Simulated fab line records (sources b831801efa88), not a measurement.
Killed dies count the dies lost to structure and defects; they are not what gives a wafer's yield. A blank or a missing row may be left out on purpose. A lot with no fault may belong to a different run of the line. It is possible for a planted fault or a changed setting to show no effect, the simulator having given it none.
A struck lot beside a sound one / flow sfq_line / 15 out of 325 route steps
Sound: these wafers, L990.1, L990.5, L990.6. Wafers struck: L994.1, L994.2, L994.5. The cause is named last.
Each step with rows lists, per side, the tool, then ch with its chambers, then its first start. Under that, the readings that differ: sound wafers / struck wafers / difference of the means / sigmas: that difference in standard deviations of wafers without a fault.
alike: readings with means less than 2 such deviations apart, plus words and numbers identical on both sides. not compared: withheld readings, readings lacking a value on some wafer, bounds such as >300 that could conceal the same value, and numbers that have no deviation in the record and whose values overlap.
The two part at a step that has a row with sigmas, a row that says differs or no value, or rows on one side only. Numbers that don't overlap but have no deviation are shown without sigmas and don't part them. A reading that every wafer of one side lacks parts them only if that side has two wafers or more.

first, 1 step without rows for these wafers: SFQ_TRILAYER_M3_STRIP_SOLV_CLEAN_080 (cleans in NMP, time 600 s).
SFQ_TRILAYER_I3_DEP_PECVD_081: deposits SiO2 from SiH4/N2O, time 111.11 s, target thk 500 nm.
  sound on pecvd-01 ch 0,1,2, day 40 07:23; struck on pecvd-02 ch 0,2, day 41 03:37
  alike: heater_power_w, throttle_valve_pct
SFQ_TRILAYER_I3_CMP_CMP_082: polishes SiO2.
  sound on cmp-01 ch 0,2,3, day 40 17:20; struck on cmp-02 ch 0,3, day 41 11:04
  alike: head_pressure_psi, motor_current_A, time_to_endpoint_s
SFQ_I3_BOW_MEAS_922:
  sound: film_metro-01 at day 40 18:50; struck: film_metro-03 at day 41 14:04
  alike: I3_BOW
SFQ_TRILAYER_I3_METRO_MEASURE_083:
  sound: film_metro-01 at day 40 18:57; struck: film_metro-03 at day 41 14:11
  alike: thk_nm
then, 6 steps without rows for these wafers: SFQ_TRILAYER_I3_VIA_LITHO_COAT_090 (resist thk 62 nm); SFQ_TRILAYER_I3_VIA_LITHO_COAT_085 (resist thk 650 nm); SFQ_TRILAYER_I3_VIA_LITHO_SOFTBAKE_089; SFQ_TRILAYER_I3_VIA_LITHO_EXPOSE_086 (exposes mask I3, target cd 500 nm); SFQ_TRILAYER_I3_VIA_LITHO_PEB_088 (peb time 60 s); SFQ_TRILAYER_I3_VIA_LITHO_DEVELOP_087 (time 60 s).
-- the record jumps here: 5 days lie between the struck wafers' starts before and after --
SFQ_I3_OVL_MEAS_923:
  sound: overlay-01 at day 46 09:13; struck: overlay-01 at day 46 22:25
  alike: I3_OVL
SFQ_TRILAYER_I3_VIA_BARC_OPEN_VIA_ETCH_121: etches BARC in O2, target depth 125 nm, time 41.7 s.
  sound on rie_diel-01 ch 2,3, day 46 09:16; struck on rie_diel-03 ch 0,1,3, day 46 22:28
reading=oes_product_au (a.u.); sound=0.680 0.687 0.685; struck=0.816 0.827 0.811; difference=+0.134; sigmas=+26
reading=run_length_s (s); sound=70.7 71.0 69.9; struck=60.2 60.9 60.6; difference=-10.0; sigmas=-19
reading=time_s (s); sound=41.7 41.7 41.7; struck=29.19 29.19 29.19; difference=-12.51; sigmas=
reading=model.KrF_of_TRILAYER_I3_VIA_LITHO_COAT_085.thk_nm (nm); sound=574.9 577.5 576.9; struck=587.5 589.3 589.4; difference=+12.3; sigmas=
  alike: drypump_motor_current_A
  not compared: rf_hours_counter_h
SFQ_TRILAYER_I3_VIA_ETCH_VIA_ETCH_088: etches SiO2 in CHF3, stops on Nb, target depth 260 nm.
  sound on rie_diel-01 ch 2,3, day 46 09:18; struck on rie_diel-03 ch 0,1,3, day 46 22:30
reading=model.KrF_of_TRILAYER_I3_VIA_LITHO_COAT_085.thk_nm (nm); sound=529.9 532.7 531.5; struck=542.5 544.7 544.7; difference=+12.6; sigmas=
  alike: drypump_motor_current_A, oes_product_au
SFQ_TRILAYER_I3_VIA_STRIP_STRIP_089: strips in O2.
  sound on rie_metal-04 ch 0,1, day 46 09:25; struck on rie_metal-02 ch 0,1, day 46 22:37
reading=drypump_motor_current_A (A); sound=5.3 5.3 5.8; struck=6.3 6.4 6.4; difference=+0.9; sigmas=+2
  alike: oes_product_au
  not compared: rf_hours_counter_h

## WHERE THEY PART
Last at SFQ_TRILAYER_I3_VIA_STRIP_STRIP_089 as far as this record goes, first at SFQ_TRILAYER_I3_VIA_BARC_OPEN_VIA_ETCH_121.

WHY: what the simulator had put in
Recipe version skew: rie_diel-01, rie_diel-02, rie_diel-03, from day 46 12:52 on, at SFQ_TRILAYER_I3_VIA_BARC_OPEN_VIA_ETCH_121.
